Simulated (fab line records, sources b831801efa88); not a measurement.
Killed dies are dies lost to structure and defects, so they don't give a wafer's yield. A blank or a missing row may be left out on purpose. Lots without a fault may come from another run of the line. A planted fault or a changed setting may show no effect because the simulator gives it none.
Which tool did it? | flow sky130 | 6 lots, 18 wafers sampled, at 2 steps of a route of 708

WHAT THE GAUGES READ, wafer by wafer
SKY_NWELL_RS_MEAS_29: measures by four-point-probe.
lot  | measured    | on            | NWELL_RS (ohm/sq)
L749 | day 6 14:39 | film_metro-04 | 625.2 625.0 624.1
L751 | day 6 17:56 | film_metro-03 | 624.1 624.6 625.7
L754 | day 7 14:59 | film_metro-02 | 625.8 626.4 625.7
L757 | day 8 05:02 | film_metro-04 | 625.4 625.0 626.0
L759 | day 8 13:25 | film_metro-03 | 625.4 624.3 624.8
L761 | day 9 04:07 | film_metro-04 | 647.1 647.7 647.6 647.1 647.6 647.4

WHICH TOOL RAN EACH LOT (tool, then ch and the chambers of the sampled wafers, then the start)
lot  | SKY_NWELL_IMPLANT_11
L749 | implanter-01 ch 0, day 5 18:19
L751 | implanter-03 ch 0, day 5 22:31
L754 | implanter-03 ch 0, day 6 18:46
L757 | implanter-01 ch 0, day 7 08:19
L759 | implanter-01 ch 0, day 7 16:11
L761 | implanter-01 ch 0, day 8 06:20
- SKY_NWELL_IMPLANT_11

THE ANSWER, worked out from the rows above alone
Rule: what is usual is taken from the lots themselves. Put in order of their means at a reading, lots are off if they are a third of the lots or fewer, leave a main group of 4 or more, and stand apart from it by a gap of 3 or more times the standard deviation of the main group's means; of several such gaps the widest counts. A main group whose means are all the same, to the digits that the tables above print for the reading, isn't used. A lot without any number at a reading at which 4 lots or more have one is off too. The other lots that the step has rows for count as sound.
Off: L761, at SKY_NWELL_RS_MEAS_29 (NWELL_RS). The main group: mean 625.2 ohm/sq, standard deviation 0.48.
A tool fits if, at a process step before that reading, it ran every lot that is off, and no sound lot after the first of them. The gauges at SKY_NWELL_RS_MEAS_29 are tried like those tools. Can't be told from this: 2 tools fit, implanter-01 at SKY_NWELL_IMPLANT_11, film_metro-04 at SKY_NWELL_RS_MEAS_29.

WHAT THE SIMULATOR HAD PUT IN
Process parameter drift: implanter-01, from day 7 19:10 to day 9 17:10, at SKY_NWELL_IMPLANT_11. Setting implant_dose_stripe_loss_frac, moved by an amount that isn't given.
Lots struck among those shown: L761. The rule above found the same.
